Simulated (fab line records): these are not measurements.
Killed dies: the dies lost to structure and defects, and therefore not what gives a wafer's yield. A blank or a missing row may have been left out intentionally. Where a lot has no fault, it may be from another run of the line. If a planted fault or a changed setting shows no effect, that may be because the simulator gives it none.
What tool caused it?    flow gf180mcu    18 wafers from 6 lots sampled at 4 of the route's 602 steps

## WHAT THE GAUGES SHOWED, per wafer
GF_M4_RS_MEAS_05: uses a four-point probe to measure.
lot   measured      on             M4_ALCU_RS (ohm/sq)
L216  day 22 20:48  film-metro-01  0.0695 0.0700 0.0698
L220  day 24 09:41  film-metro-01  0.0701 0.0713 0.0704
L223  day 25 19:55  film-metro-02  0.0714 0.0697 0.0704
L224  day 26 15:37  film-metro-03  0.0690 0.0694 0.0699
L233  day 28 11:31  film-metro-01  0.0690 0.0695 0.0692
L237  day 29 18:17  film-metro-01  0.0703 0.0698 0.0702

## WHAT TOOL EACH LOT RAN ON (gives the tool, then ch and the chambers of the sampled wafers, and finally the start)
lot   GF_M2_COAT_09                      GF_M2_STRIP_17                        GF_M4_SPUTTER_03
L216  litho-track-02 ch 0, day 19 02:03  plasma-asher-04 ch 0, day 19 15:16    pvd-sputter-04, day 22 20:43
L220  litho-track-02 ch 0, day 20 18:41  plasma-asher-04 ch 0,1, day 21 06:34  pvd-sputter-04, day 24 09:37
L223  litho-track-01 ch 0, day 22 08:07  plasma-asher-01 ch 0,1, day 22 20:22  pvd-sputter-04, day 25 19:51
L224  litho-track-03 ch 0, day 23 04:46  plasma-asher-02 ch 0,1, day 23 16:37  pvd-sputter-03, day 26 15:32
L233  litho-track-03 ch 0, day 25 06:34  plasma-asher-02 ch 0,1, day 25 17:47  pvd-sputter-02, day 28 11:24
L237  litho-track-02 ch 0, day 26 15:55  plasma-asher-01 ch 0,1, day 27 01:41  pvd-sputter-03, day 29 18:11
- GF_M2_COAT_09: resist thk 1000 nm.
- GF_M2_STRIP_17: strips in O2/N2.
- GF_M4_SPUTTER_03: material Ti, target thk 10 nm, time 6.7 s.

## THE ANSWER, worked out from the rows above alone
Rule: usual is defined by the lots themselves. The widest of any qualifying gaps counts: lots, ordered by their means at a reading, are off when they make up no more than a third of the lots, leave a main group of 4 or more, and stand apart from it by 3 or more times the standard deviation of that group's means. The tables above print the reading to a certain number of digits; a main group whose means all agree to those digits is not used. Also off: a lot with no number at a reading for which 4 or more lots have one. The other lots that the step has rows for count as sound.
Nothing can be told from this: no lot is off at any reading shown.

## WHAT THE SIMULATOR HAD PUT IN
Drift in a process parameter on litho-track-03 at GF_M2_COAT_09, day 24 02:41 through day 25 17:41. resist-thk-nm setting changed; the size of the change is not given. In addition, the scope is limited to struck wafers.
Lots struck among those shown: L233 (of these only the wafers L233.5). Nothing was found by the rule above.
